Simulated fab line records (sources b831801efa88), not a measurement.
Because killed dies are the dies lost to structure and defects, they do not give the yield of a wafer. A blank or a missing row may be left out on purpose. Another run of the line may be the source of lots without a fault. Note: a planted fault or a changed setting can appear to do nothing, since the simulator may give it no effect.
fab line records || flow sky130
record: {"lots": 4, "wafers": 12, "last-day": 50}
route steps=708 shown METAL1@448 VIA1@458 METAL2@483
lots untouched by any fault: they come from a run of this same line in which no faults occurred
start-h: start of the lot's first displayed wafer, in hours after the record's first day || wait-h: time in hours since the lot's previous step || " the same as in the row above || L1.1+2: several wafers, shown together as one row || - value missing, or start not given || * or withheld: withheld || < > ~ a bound
route shown NAME@n: names a module that has steps shown in the file, with the first one's number in the route || usual: mean/standard deviation of fault-free wafers || same: alike in all rows || chamber/n: place in a boat || sites: per-site readings || _std_site: the values' standard deviation || _edge_site: the outer-site mean with the inner-site mean subtracted || radius-mm: how far each site lies from the wafer's centre || mask NAME#n: copy n || behind: the most recent tool/chamber to have shaped the wafer || hold: what put the lot on hold/how long, in hours/how the hold closed || device: transistor that didn't switch, given as n, p or np || end of line: the route-end tests of the same wafers || for a step that has no rows: nothing shown but its recipe || killed: count of dies lost to structure and defects at first sort (not the wafer's yield) || map: the dies of a wafer, with x for killed, . for not killed, _ for no die there
set.NAME: the setting as run; set.NAME@STEP: as run at that earlier step || model.NAME: the simulator's own value behind a step, which no gauge read
certain route steps with their lots: each step a table, each wafer a row
services: from which hour (start-h, from the record's first day; less than 0 if before it) a tool's chamber was out of use, for how many hours, and why
== steps ==
step: SKY_METAL1_DEVELOP_14
recipe: {"develop-time-s": 60, "resist": "KrF-thick", "dev-temp-c": 21}
step: SKY_METAL1_DESCUM_17
recipe: {"chemistry": "O2", "source-power-w": 150, "bias-power-w": 0, "pressure-mtorr": 10, "temp-c": 40, "time-s": 8}
step: SKY_METAL1_ETCH_18
recipe: {"chemistry": "N2/H2", "target": "BARC", "ion-energy-ev": 200, "bias-w": 100, "pressure-mtorr": 30, "n2-flow-sccm": 100, "h2-flow-sccm": 200, "icp-w": 500, "stop-on": "SiO2", "time-s": 45.9, "target-depth-a": 600}
step: SKY_METAL1_METAL_ETCH_19
recipe: {"target-depth-a": 3600, "stop-on": "SiO2", "over-etch-frac": 0.3, "time-s": 78, "chemistry": "Cl2/BCl3", "resist-sidewall-deg": 88, "pressure-mtorr": 10, "icp-w": 900, "bias-w": 48.5, "Cl2_flow_sccm": 60, "bcl3-flow-sccm": 30}
step: SKY_METAL1_STRIP_20
recipe: {"chemistry": "O2/N2", "power-w": 1400, "pressure-mtorr": 1500, "platen-temp-c": "withheld", "o2-flow-sccm": 3000, "n2-flow-sccm": 300, "overash-fraction": 0.5}
step: SKY_METAL1_STRIP_21
recipe: {"chemistry": "post-etch-residue-remover", "time-s": 1200, "temp-c": 72.5}
step: SKY_METAL1_CLEAN_22
recipe: {"chemistry": "IPA", "time-s": 180, "temp-c": 25}
step: SKY_METAL1_CLEAN_23
recipe: {"chemistry": "O3/DIW", "dry": "n2-spin"}
step: SKY_VIA1_HDPCVD_00
recipe: {"material": "SiO2", "target-thk-nm": 1030, "sigma-open-frac": 0.3, "time-s": 171.7, "temp-c": 400, "sih4-flow-sccm": 60, "pressure-mtorr": 6}
step: SKY_VIA1_CMP_02
recipe: {"material": "SiO2", "down-force-psi": 4, "platen-rpm": 60, "pad-velocity-m-s": 0.94248}
usual: {"motor-current-A": "12.3/1.8"}
{"lot.wafer": "L955.2", "tool": "cmp-02", "chamber": 3, "start-h": 851.22, "wait-h": 0.0, "motor-current-A": 10.4, "model.SiO2_of_VIA1_HDPCVD_00.thk-nm": 345.2}
{"lot.wafer": "L955.1", "tool": "cmp-02", "chamber": 2, "start-h": 851.22, "wait-h": 0.0, "motor-current-A": 15.1, "model.SiO2_of_VIA1_HDPCVD_00.thk-nm": 345.9}
{"lot.wafer": "L955.6", "tool": "cmp-02", "chamber": 0, "start-h": 851.22, "wait-h": 0.0, "motor-current-A": 10.7, "model.SiO2_of_VIA1_HDPCVD_00.thk-nm": 345.3}
{"lot.wafer": "L962.1", "tool": "cmp-02", "chamber": 2, "start-h": 890.26, "wait-h": 0.1, "motor-current-A": 14.7, "model.SiO2_of_VIA1_HDPCVD_00.thk-nm": 310.3}
{"lot.wafer": "L962.5", "tool": "cmp-02", "chamber": 2, "start-h": 890.26, "wait-h": 0.1, "motor-current-A": 14.6, "model.SiO2_of_VIA1_HDPCVD_00.thk-nm": 311.2}
{"lot.wafer": "L962.6", "tool": "cmp-02", "chamber": 3, "start-h": 890.26, "wait-h": 0.1, "motor-current-A": 10.1, "model.SiO2_of_VIA1_HDPCVD_00.thk-nm": 309.4}
{"lot.wafer": "L964.3", "tool": "cmp-02", "chamber": 3, "start-h": 899.33, "wait-h": 0.0, "motor-current-A": 10.3, "model.SiO2_of_VIA1_HDPCVD_00.thk-nm": 308.6}
{"lot.wafer": "L964.4", "tool": "cmp-02", "chamber": 0, "start-h": 899.33, "wait-h": 0.0, "motor-current-A": 11.3, "model.SiO2_of_VIA1_HDPCVD_00.thk-nm": 309.6}
{"lot.wafer": "L964.2", "tool": "cmp-02", "chamber": 1, "start-h": 899.33, "wait-h": 0.0, "motor-current-A": 12.3, "model.SiO2_of_VIA1_HDPCVD_00.thk-nm": 308.5}
{"lot.wafer": "L968.4", "tool": "cmp-01", "chamber": 3, "start-h": 926.42, "wait-h": 0.1, "motor-current-A": 15.1, "model.SiO2_of_VIA1_HDPCVD_00.thk-nm": 344.7}
{"lot.wafer": "L968.2", "tool": "cmp-01", "chamber": 0, "start-h": 926.42, "wait-h": 0.1, "motor-current-A": 10.1, "model.SiO2_of_VIA1_HDPCVD_00.thk-nm": 344.7}
{"lot.wafer": "L968.5", "tool": "cmp-01", "chamber": 2, "start-h": 926.42, "wait-h": 0.1, "motor-current-A": 10.9, "model.SiO2_of_VIA1_HDPCVD_00.thk-nm": 344.7}
step: SKY_VIA1_DEHYDRATE_04
recipe: {"temp-c": 200, "time-s": 60}
step: SKY_VIA1_HMDS_05
recipe: {"prime-time-s": 60, "prime-temp-c": 120}
step: SKY_VIA1_COAT_06
recipe: {"resist": "BARC", "temp-c": "withheld", "time-s": "withheld", "spin-rpm": 3000, "resist-thk-nm": 60}
step: SKY_VIA1_COAT_07
recipe: {"resist": "KrF-thick", "spin-rpm": 3000, "resist-thk-nm": 450}
step: SKY_VIA1_SOFTBAKE_08
recipe: {"temp-c": 100, "time-s": 90, "resist": "KrF-thick"}
step: SKY_VIA1_EXPOSE_09
recipe: {"mask-id": "VIM", "na": 0.8, "source-shape": "annular", "sigma-inner": 0.55, "sigma-outer": 0.85, "target-cd-nm": 150, "dose-mj": 38}
step: SKY_VIA1_PEB_10
recipe: {"peb-temp-c": "withheld", "peb-time-s": "withheld", "resist": "KrF-thick"}
step: SKY_VIA1_DEVELOP_11
recipe: {"develop-time-s": 60, "resist": "KrF-thick", "dev-temp-c": 21}
step: SKY_VIA1_ETCH_14
recipe: {"chemistry": "N2/H2", "target": "BARC", "ion-energy-ev": 200, "source-w": 500, "bias-w": 100, "pressure-mtorr": 30, "n2-flow-sccm": 100, "h2-flow-sccm": 200, "stop-on": "SiO2", "time-s": 45.9, "target-depth-a": 600}
step: SKY_VIA1_ETCH_15
recipe: {"target": "SiO2", "chemistry": "C4F8/O2/Ar", "target-depth-nm": 351, "stop-on": "TiN", "mask-material": "KrF-thick", "source-w": 1500, "bias-w": 1200, "pressure-mtorr": 40, "c4f8-flow-sccm": "withheld", "O2_flow_sccm": 6, "Ar_flow_sccm": 300, "time-s": 54}
usual: {"oes-product-au": "0.980/0.0048"}
{"lot.wafer": "L955.1", "tool": "rie-diel-02", "chamber": 1, "start-h": 877.72, "wait-h": 0.0, "oes-product-au": 0.976, "rf-hours-counter-h": 4, "model.VIA1.feature-depth-nm": 345.9, "model.etch.depth-nm": 345.9}
{"lot.wafer": "L955.2", "tool": "rie-diel-02", "chamber": 3, "start-h": 877.72, "wait-h": 0.0, "oes-product-au": 0.978, "rf-hours-counter-h": 21, "model.VIA1.feature-depth-nm": 345.2, "model.etch.depth-nm": 345.2}
{"lot.wafer": "L955.6", "tool": "rie-diel-02", "chamber": 0, "start-h": 877.72, "wait-h": 0.0, "oes-product-au": 0.979, "rf-hours-counter-h": "-", "model.VIA1.feature-depth-nm": 345.3, "model.etch.depth-nm": 345.3}
{"lot.wafer": "L962.1", "tool": "rie-diel-01", "chamber": 0, "start-h": 915.87, "wait-h": 0.0, "oes-product-au": 0.930, "rf-hours-counter-h": 9, "model.VIA1.feature-depth-nm": 310.3, "model.etch.depth-nm": 310.3}
{"lot.wafer": "L962.5", "tool": "rie-diel-01", "chamber": 0, "start-h": 915.87, "wait-h": 0.0, "oes-product-au": 0.923, "rf-hours-counter-h": "-", "model.VIA1.feature-depth-nm": 311.2, "model.etch.depth-nm": 311.2}
{"lot.wafer": "L962.6", "tool": "rie-diel-01", "chamber": 1, "start-h": 915.87, "wait-h": 0.0, "oes-product-au": 0.924, "rf-hours-counter-h": "-", "model.VIA1.feature-depth-nm": 309.4, "model.etch.depth-nm": 309.4}
{"lot.wafer": "L964.2", "tool": "rie-diel-04", "chamber": 2, "start-h": 924.87, "wait-h": 0.0, "oes-product-au": 0.919, "rf-hours-counter-h": 12, "model.VIA1.feature-depth-nm": 308.5, "model.etch.depth-nm": 308.5}
{"lot.wafer": "L964.3", "tool": "rie-diel-04", "chamber": 0, "start-h": 924.87, "wait-h": 0.0, "oes-product-au": 0.924, "rf-hours-counter-h": 12, "model.VIA1.feature-depth-nm": 308.6, "model.etch.depth-nm": 308.6}
{"lot.wafer": "L964.4", "tool": "rie-diel-04", "chamber": 1, "start-h": 924.87, "wait-h": 0.0, "oes-product-au": 0.928, "rf-hours-counter-h": 8, "model.VIA1.feature-depth-nm": 309.6, "model.etch.depth-nm": 309.6}
{"lot.wafer": "L968.2", "tool": "rie-diel-01", "chamber": 0, "start-h": 951.74, "wait-h": 0.0, "oes-product-au": 0.983, "rf-hours-counter-h": 10, "model.VIA1.feature-depth-nm": 344.7, "model.etch.depth-nm": 344.7}
{"lot.wafer": "L968.4", "tool": "rie-diel-01", "chamber": 3, "start-h": 951.74, "wait-h": 0.0, "oes-product-au": 0.989, "rf-hours-counter-h": 11, "model.VIA1.feature-depth-nm": 344.7, "model.etch.depth-nm": 344.7}
{"lot.wafer": "L968.5", "tool": "rie-diel-01", "chamber": 2, "start-h": 951.74, "wait-h": 0.0, "oes-product-au": 0.982, "rf-hours-counter-h": "-", "model.VIA1.feature-depth-nm": 344.7, "model.etch.depth-nm": 344.7}
step: SKY_VIA1_STRIP_16
recipe: {"chemistry": "O2/N2", "power-w": 1400, "pressure-mtorr": 1500, "platen-temp-c": "withheld", "o2-flow-sccm": 3000, "n2-flow-sccm": 300, "overash-fraction": 0.5}
step: SKY_VIA1_STRIP_17
recipe: {"chemistry": "post-etch-residue-remover", "time-s": 1200, "temp-c": 72.5}
step: SKY_VIA1_CLEAN_18
recipe: {"chemistry": "IPA", "time-s": 180, "temp-c": 25}
step: SKY_VIA1_CLEAN_19
recipe: {"chemistry": "O3/DIW", "dry": "n2-spin"}
step: SKY_VIA1_SPUTTER_20
recipe: {"material": "TiN", "target-thk-nm": 20, "chamber-pressure-pa": 5, "power-w": 4000, "time-s": 80}
step: SKY_VIA1_CVD_21
recipe: {"material": "W", "target-thk-nm": 270, "time-s": 80.902, "temp-c": 400, "pressure-torr": 40}
step: SKY_VIA1_CMP_24
recipe: {"stop-on": "SiO2", "t-overpolish-s": 15, "down-force-psi": 3.5, "platen-rpm": 60, "target-thk-nm": 0, "pad-velocity-m-s": 0.94248}
step: SKY_METAL2_SPUTTER_00
recipe: {"material": "Ti", "target-thk-nm": 15, "power-w": 3000, "time-s": 10, "chamber-pressure-pa": 0.4}
step: SKY_METAL2_SPUTTER_01
recipe: {"material": "TiN", "target-thk-nm": 20, "power-w": 6500, "time-s": 16.7, "chamber-pressure-pa": 0.4}
step: SKY_METAL2_SPUTTER_02
recipe: {"material": "AlCu", "target-thk-nm": 250, "power-w": 10600, "time-s": 13.3, "chamber-pressure-pa": 0.4}
step: SKY_METAL2_SPUTTER_03
recipe: {"material": "Ti", "target-thk-nm": 5, "power-w": 3000, "time-s": 3.3, "chamber-pressure-pa": 0.4}
step: SKY_METAL2_SPUTTER_04
recipe: {"material": "TiN", "target-thk-nm": 70, "power-w": 6500, "time-s": 58.3, "chamber-pressure-pa": 0.4}
step: SKY_METAL2_METAL_ETCH_19
recipe: {"target-depth-a": 3600, "stop-on": "SiO2", "over-etch-frac": 0.3, "time-s": 78, "chemistry": "Cl2/BCl3", "resist-sidewall-deg": 88, "pressure-mtorr": 10, "icp-w": 900, "bias-w": 48.5, "Cl2_flow_sccm": 60, "bcl3-flow-sccm": 30}
usual: {"drypump-motor-current-A": "5.7/0.47", "oes-product-au": "0.854/0.0052", "throttle-valve-pct": "22.264/0.0094"}
{"lot.wafer": "L955.1", "tool": "rie-metal-02", "chamber": 0, "start-h": 904.86, "wait-h": 0.0, "drypump-motor-current-A": 5.3, "oes-product-au": 0.854, "rf-hours-counter-h": 14, "throttle-valve-pct": 22.280, "model.SiO2_of_VIA1_HDPCVD_00.thk-nm": 331.9}
{"lot.wafer": "L955.2", "tool": "rie-metal-02", "chamber": 1, "start-h": 904.86, "wait-h": 0.0, "drypump-motor-current-A": 6.4, "oes-product-au": 0.855, "rf-hours-counter-h": 4, "throttle-valve-pct": 22.255, "model.SiO2_of_VIA1_HDPCVD_00.thk-nm": 331.2}
{"lot.wafer": "L955.6", "tool": "rie-metal-02", "chamber": 0, "start-h": 904.86, "wait-h": 0.0, "drypump-motor-current-A": 5.3, "oes-product-au": 0.860, "rf-hours-counter-h": "-", "throttle-valve-pct": 22.275, "model.SiO2_of_VIA1_HDPCVD_00.thk-nm": 331.3}
{"lot.wafer": "L962.1", "tool": "rie-metal-01", "chamber": 1, "start-h": 942.06, "wait-h": 0.0, "drypump-motor-current-A": 5.6, "oes-product-au": 0.851, "rf-hours-counter-h": 11, "throttle-valve-pct": 22.252, "model.SiO2_of_VIA1_HDPCVD_00.thk-nm": 296.1}
{"lot.wafer": "L962.5", "tool": "rie-metal-01", "chamber": 0, "start-h": 942.06, "wait-h": 0.0, "drypump-motor-current-A": 5.6, "oes-product-au": 0.850, "rf-hours-counter-h": "-", "throttle-valve-pct": 22.256, "model.SiO2_of_VIA1_HDPCVD_00.thk-nm": 297.2}
{"lot.wafer": "L962.6", "tool": "rie-metal-01", "chamber": 1, "start-h": 942.06, "wait-h": 0.0, "drypump-motor-current-A": 5.6, "oes-product-au": 0.847, "rf-hours-counter-h": "-", "throttle-valve-pct": 22.264, "model.SiO2_of_VIA1_HDPCVD_00.thk-nm": 295.3}
{"lot.wafer": "L964.2", "tool": "rie-metal-02", "chamber": 0, "start-h": 950.66, "wait-h": 0.0, "drypump-motor-current-A": 5.3, "oes-product-au": 0.855, "rf-hours-counter-h": 16, "throttle-valve-pct": 22.271, "model.SiO2_of_VIA1_HDPCVD_00.thk-nm": 294.4}
{"lot.wafer": "L964.3", "tool": "rie-metal-02", "chamber": 1, "start-h": 950.66, "wait-h": 0.0, "drypump-motor-current-A": 6.4, "oes-product-au": 0.855, "rf-hours-counter-h": "-", "throttle-valve-pct": 22.251, "model.SiO2_of_VIA1_HDPCVD_00.thk-nm": 294.5}
{"lot.wafer": "L964.4", "tool": "rie-metal-02", "chamber": 0, "start-h": 950.66, "wait-h": 0.0, "drypump-motor-current-A": 5.3, "oes-product-au": 0.856, "rf-hours-counter-h": "-", "throttle-valve-pct": 22.279, "model.SiO2_of_VIA1_HDPCVD_00.thk-nm": 295.6}
{"lot.wafer": "L968.2", "tool": "rie-metal-02", "chamber": 1, "start-h": 977.54, "wait-h": 0.0, "drypump-motor-current-A": 6.4, "oes-product-au": 0.858, "rf-hours-counter-h": 8, "throttle-valve-pct": 22.272, "model.SiO2_of_VIA1_HDPCVD_00.thk-nm": 330.7}
{"lot.wafer": "L968.4", "tool": "rie-metal-02", "chamber": 1, "start-h": 977.54, "wait-h": 0.0, "drypump-motor-current-A": 6.4, "oes-product-au": 0.862, "rf-hours-counter-h": "-", "throttle-valve-pct": 22.266, "model.SiO2_of_VIA1_HDPCVD_00.thk-nm": 330.6}
{"lot.wafer": "L968.5", "tool": "rie-metal-02", "chamber": 0, "start-h": 977.54, "wait-h": 0.0, "drypump-motor-current-A": 5.3, "oes-product-au": 0.857, "rf-hours-counter-h": "-", "throttle-valve-pct": 22.250, "model.SiO2_of_VIA1_HDPCVD_00.thk-nm": 330.5}
== services ==
{"tool": "rie-diel-04", "chamber": 3, "start-h": 835.39, "hours": "-", "kind": "clean"}
{"tool": "rie-diel-04", "chamber": 3, "start-h": 835.39, "hours": 22.9, "kind": "scheduled-down"}
{"tool": "rie-diel-04", "chamber": 3, "start-h": 835.39, "hours": 22.9, "kind": "vent-cycle"}
{"tool": "rie-diel-01", "chamber": 1, "start-h": 860.43, "hours": "-", "kind": "clean"}
{"tool": "rie-diel-01", "chamber": 1, "start-h": 860.43, "hours": 28.2, "kind": "scheduled-down"}
{"tool": "rie-diel-01", "chamber": 1, "start-h": 860.43, "hours": 28.2, "kind": "vent-cycle"}
{"tool": "rie-diel-04", "chamber": 2, "start-h": 861.71, "hours": 1.9, "kind": "repair"}
{"tool": "cmp-01", "chamber": "-", "start-h": 882.57, "hours": 1.7, "kind": "repair"}
{"tool": "rie-diel-01", "chamber": 2, "start-h": 884.93, "hours": 14.6, "kind": "repair"}
{"tool": "rie-diel-04", "chamber": 0, "start-h": 887.55, "hours": 16.5, "kind": "repair"}
{"tool": "rie-diel-04", "chamber": 3, "start-h": 892.80, "hours": 1.5, "kind": "repair"}
{"tool": "cmp-01", "chamber": "-", "start-h": 912.00, "hours": 4.0, "kind": "pm"}
{"tool": "cmp-01", "chamber": "-", "start-h": 916.00, "hours": "-", "kind": "consumable-replace:conditioner"}
{"tool": "cmp-01", "chamber": "-", "start-h": 916.00, "hours": "-", "kind": "consumable-replace:pad"}
{"tool": "cmp-01", "chamber": "-", "start-h": 923.52, "hours": 1.3, "kind": "repair"}
{"tool": "rie-metal-01", "chamber": 1, "start-h": 944.94, "hours": 5.5, "kind": "repair"}
{"tool": "rie-diel-04", "chamber": 2, "start-h": 968.67, "hours": 16.7, "kind": "repair"}
{"tool": "cmp-01", "chamber": "-", "start-h": 970.87, "hours": 0.7, "kind": "repair"}
== key ==
first-sign: {"step": "SKY_VIA1_ETCH_15", "reading": "oes-product-au", "direction": "down", "sigmas": 12, "usual": 0.980, "struck": 0.925}
effect none on later readings
model-effect: {"step": "SKY_VIA1_CMP_02", "value": "SiO2_of_VIA1_HDPCVD_00.thk-nm", "without": 344.1, "struck": 309.6}
model-effect: {"step": "SKY_VIA1_ETCH_15", "value": "VIA1.feature-depth-nm", "without": 344.1, "struck": 309.6}
model-effect: {"step": "SKY_METAL2_METAL_ETCH_19", "value": "SiO2_of_VIA1_HDPCVD_00.thk-nm", "without": 330, "struck": 295.5}
met-at SKY_VIA1_CMP_02
struck-wafers L962.1,L962.5,L962.6,L964.2,L964.3,L964.4
onset-between 851.22 890.26
fault: {"kind": "process-parameter-drift", "tool": "cmp-02", "chamber": "-", "onset-h": 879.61, "steps": "SKY_VIA1_CMP_02", "channel": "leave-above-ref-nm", "offset": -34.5, "shape": "step", "end-h": 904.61, "acts-in": "these-recipes-only", "stated": 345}
